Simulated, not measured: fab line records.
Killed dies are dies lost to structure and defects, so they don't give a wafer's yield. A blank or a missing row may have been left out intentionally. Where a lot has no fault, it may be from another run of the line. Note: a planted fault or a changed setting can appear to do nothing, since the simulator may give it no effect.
A lot that was struck, set against a sound lot || flow sky130 || 22 steps out of a route of 708
Sound: the wafers L337.2, L337.4, L337.6. Wafers L332.1, L332.2, L332.3 were the ones struck. The cause comes at the end.
For every step that has rows: the tool of each side, followed by ch and its chambers, followed by its first start. Under that, the readings that differ: sound wafers || struck wafers || difference of the means || sigmas: that difference in standard deviations of wafers without a fault.
alike: readings whose means differ by less than 2 such deviations, and words and numbers that are the same on both sides. not compared: withheld readings, readings that some wafer has no value for, bounds like >300 that may hide the same value, and numbers for which the record gives no deviation and whose values overlap.
The two part at a step that has a row with sigmas, a row that says differs or no value, or rows on one side only. When numbers do not overlap yet have no deviation, they are printed without sigmas and do not part them. Lack of a reading on every wafer of one side parts them only where that side has two or more wafers.

first, 4 steps without rows for these wafers: SKY_NWELL_SOFTBAKE_06; SKY_NWELL_EXPOSE_07 (exposes mask NWM, target cd 840 nm); SKY_NWELL_PEB_08; SKY_NWELL_DEVELOP_09 (develop time 60 s).
SKY_NWELL_OVL_MEAS_10:
  sound: overlay-02 at day 9 04:44; struck: overlay-01 at day 8 04:13
  alike: NWELL_00_OVL
then, 3 steps without rows for these wafers: SKY_NWELL_IMPLANT_11; SKY_NWELL_IMPLANT_12; SKY_NWELL_IMPLANT_13.
SKY_NWELL_STRIP_14: strips in O2/N2.
  sound on plasmaAsher-04 ch 0,1, day 9 05:13; struck on plasmaAsher-04 ch 0,1, day 8 04:43
  alike: drypumpMotorCurrentA, oesProductAu, stripTimeToEndpointS
  not compared: rfHoursCounterH
SKY_NWELL_TW_MEAS_15:
  sound: filmMetro-04 at day 9 05:19; struck: filmMetro-01 at day 8 04:49
{"reading": "NWELL_TW", "sound": "1789 1783 1803", "struck": "1817 1826 1825", "difference": "+31", "sigmas": "+2"}
then, 2 steps without rows for these wafers: SKY_NWELL_DEHYDRATE_16 (time 60 s); SKY_NWELL_HMDS_17 (prime time 60 s).
SKY_NWELL_COAT_18: resist thk 3000 nm.
  sound on lithoTrack-03 ch 0, day 9 15:14; struck on lithoTrack-02 ch 0, day 8 14:07
{"reading": "model.coat_of_NWELL_COAT_18.thkNm (nm)", "sound": "2976 2992 2979", "struck": "1186 1183 1183", "difference": -1798, "sigmas": ""}
then, 3 steps without rows for these wafers: SKY_NWELL_SOFTBAKE_19; SKY_NWELL_EXPOSE_20 (exposes mask NWM COMPLEMENT, target cd 840 nm); SKY_NWELL_PEB_21.
SKY_NWELL_DEVELOP_22: develop time 60 s.
  sound on lithoTrack-03 ch 0; struck on lithoTrack-03 ch 0
{"reading": "model.coat_of_NWELL_COAT_18.thkNm (nm)", "sound": "2972 2988 2975", "struck": "1181 1179 1178", "difference": -1799, "sigmas": ""}
  alike: developerTempC
SKY_NWELL_OVL_MEAS_23:
  sound: overlay-01 at day 10 02:43; struck: overlay-02 at day 9 00:58
  alike: NWELL_01_OVL
after that, 1 step had no rows for these wafers: SKY_NWELL_IMPLANT_24.
SKY_NWELL_STRIP_25: strips in O2/N2.
  sound on plasmaAsher-04 ch 0, day 10 02:54; struck on plasmaAsher-03 ch 0,1, day 9 01:09
{"reading": "stripTimeToEndpointS (s)", "sound": "36.63 36.82 36.66", "struck": "15.70 15.67 15.66", "difference": -21.03, "sigmas": "-99 or more"}
  alike: drypumpMotorCurrentA, oesProductAu
  not compared: rfHoursCounterH
SKY_NWELL_TW_MEAS_26:
  sound: filmMetro-04 at day 10 03:01; struck: filmMetro-01 at day 9 01:15
  alike: NWELL_2_TW
-- the record jumps here: 40 days lie between the struck wafers' starts before and after (it left off in module NWELL and takes up again in module PAD_OPEN, whose first step shown is number 708 of the route) --
SKY_PAD_OPEN_PROBE_99:
  sound: prober-01 at day 50 16:24; struck: prober-02 at day 49 07:23
{"reading": "model.etest.nfet_16v.rOnOhmUm", "sound": "1.425e+04 1.422e+04 1.401e+04", "struck": "1.568e+04 1.582e+04 1.58e+04", "difference": "+1.607e+03", "sigmas": ""}
{"reading": "model.etest.pfet_16v.rOnOhmUm", "sound": "1.465e+04 1.477e+04 1.449e+04", "struck": "1.426e+04 1.401e+04 1.378e+04", "difference": -6.200e+02, "sigmas": ""}
{"reading": "model.etest.resIsoPwell.widthNm (nm)", "sound": "2675 2660 2657", "struck": "2809 2834 2832", "difference": "+161", "sigmas": ""}
{"reading": "model.etest.resNwell.lineOhmUm", "sound": "1067 1047 1033", "struck": "1241 1184 1152", "difference": "+143", "sigmas": ""}
{"reading": "model.etest.resNwell.widthNm (nm)", "sound": "832.1 834.8 835.8", "struck": "764.3 762.1 758.4", "difference": -72.6, "sigmas": ""}
{"reading": "model.etest.pfet_16v.driveUaUm", "sound": "251.5 249.8 255.2", "struck": "264.4 266.4 270.8", "difference": "+15.0", "sigmas": ""}
{"reading": "model.etest.nfet_16v.driveUaUm", "sound": "225.7 224.9 227.1", "struck": "206.3 201.7 204.4", "difference": -21.8, "sigmas": ""}
  alike: killed_at_M0_to_M3, killed_at_M4_up, killedAtContacts, killedAtFrontEnd, killedAtOther, killedDies, killedOpen, killedShort

== WHERE THEY PART ==
Earliest at SKY_NWELL_TW_MEAS_15; latest, in this record, at SKY_NWELL_STRIP_25. Later steps at which nothing parts them and some readings are alike: SKY_NWELL_TW_MEAS_26, SKY_PAD_OPEN_PROBE_99.

WHY: what the simulator had put in
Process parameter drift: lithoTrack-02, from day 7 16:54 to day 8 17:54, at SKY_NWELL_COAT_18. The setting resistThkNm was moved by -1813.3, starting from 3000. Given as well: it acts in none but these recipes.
